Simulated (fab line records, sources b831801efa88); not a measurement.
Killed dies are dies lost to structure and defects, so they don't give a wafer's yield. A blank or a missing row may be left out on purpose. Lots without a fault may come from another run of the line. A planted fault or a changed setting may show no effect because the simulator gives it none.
A struck lot beside a sound one | flow gf180mcu | 14 steps out of a route of 602
Sound: wafers L220.1, L220.3, L220.5. Struck: wafers L229.1, L229.4, L229.5. The cause comes at the end.
At each step with rows: each side's tool, then ch and its chambers, then its first start. Under that, the readings that differ: sound wafers | struck wafers | difference of the means | sigmas: that difference in standard deviations of wafers without a fault.
alike: readings whose means differ by less than 2 such deviations, and words and numbers that are the same on both sides. not compared: withheld readings, readings that some wafer has no value for, bounds like >300 that may hide the same value, and numbers for which the record gives no deviation and whose values overlap.
The two part at a step that has a row with sigmas, a row that says differs or no value, or rows on one side only. Numbers that don't overlap but have no deviation are shown without sigmas and don't part them. A reading that every wafer of one side lacks parts them only if that side has two wafers or more.

GF_V3_ETCH_16: etches BARC in N2/H2.
  sound on rie_diel-01 ch 0,1,3, day 22 16:53; struck on rie_diel-03 ch 1,3, day 25 22:44
  alike: drypump_motor_current_A, oes_product_au, throttle_valve_pct
then, 1 step without rows for these wafers: GF_V3_ETCH_17 (etches SiO2 in C4F8/O2/Ar, stops on TiN, target depth 635 nm).
GF_V3_STRIP_18: strips in O2/N2.
  sound on plasma_asher-01 ch 0,1, day 22 17:01; struck on plasma_asher-04 ch 0,1, day 25 22:52
  reading                     | sound       | struck      | difference | sigmas
  drypump_motor_current_A (A) | 5.0 5.6 5.0 | 6.3 6.0 6.2 | +1.0       | +2
  alike: heater_power_w, oes_product_au
  not compared: rf_hours_counter_h
then, 2 steps without rows for these wafers: GF_V3_STRIP_19 (strips in post etch residue remover, time 1200 s); GF_V3_CLEAN_20 (cleans in DIW).
GF_V3_SPUTTER_21: material Ti, target thk 15 nm, time 80.02 s.
  sound on pvd_sputter-02, day 22 17:34; struck on pvd_sputter-01, day 25 23:23
  alike: throttle_valve_pct
GF_V3_SPUTTER_22: material TiN, target thk 10 nm, time 40 s.
  sound on pvd_sputter-02, day 22 17:37; struck on pvd_sputter-01, day 25 23:27
  alike: throttle_valve_pct
then, 1 step without rows for these wafers: GF_V3_CVD_23 (deposits W, target thk 350 nm, time 104.9 s).
GF_V3_RS_MEAS_24: measures by four-point-probe.
  sound on film_metro-03, day 22 17:46; struck on film_metro-01, day 25 23:37
  alike: V3_W_RS
GF_V3_THK_MEAS_25: measures by xrf.
  sound on film_metro-03, day 22 17:53; struck on film_metro-01, day 25 23:44
  alike: V3_W_THK
GF_V3_CMP_26: polishes, stops on SiO2, t overpolish 15 s, target thk 0 nm.
  sound on cmp-02 ch 0,1,2, day 22 18:03; struck on cmp-02 ch 1,2, day 25 23:47
  alike: motor_current_A, overpolish_run_s, time_to_endpoint_s
then, 1 step without rows for these wafers: GF_M4_SPUTTER_00 (material Ti, target thk 37.5 nm, time 150 s).
GF_M4_SPUTTER_01: material TiN, target thk 30 nm, time 25 s.
  sound on pvd_sputter-02, day 22 18:21; struck on pvd_sputter-02, day 26 00:12
  reading                                | sound            | struck            | difference | sigmas
  model.TiN_of_M4_SPUTTER_01.thk_nm (nm) | 30.91 30.7 31.13 | 29.82 29.85 29.31 | -1.25      |
  alike: throttle_valve_pct
then, 1 step without rows for these wafers: GF_M4_SPUTTER_02 (material AlCu, target thk 450 nm, time 23.9 s).

WHERE THEY PART
Only at GF_V3_STRIP_18, within this record. Later steps at which nothing parts them and some readings are alike: GF_V3_SPUTTER_21, GF_V3_SPUTTER_22, GF_V3_RS_MEAS_24, GF_V3_THK_MEAS_25, GF_V3_CMP_26, GF_M4_SPUTTER_01.

WHY: what the simulator had put in
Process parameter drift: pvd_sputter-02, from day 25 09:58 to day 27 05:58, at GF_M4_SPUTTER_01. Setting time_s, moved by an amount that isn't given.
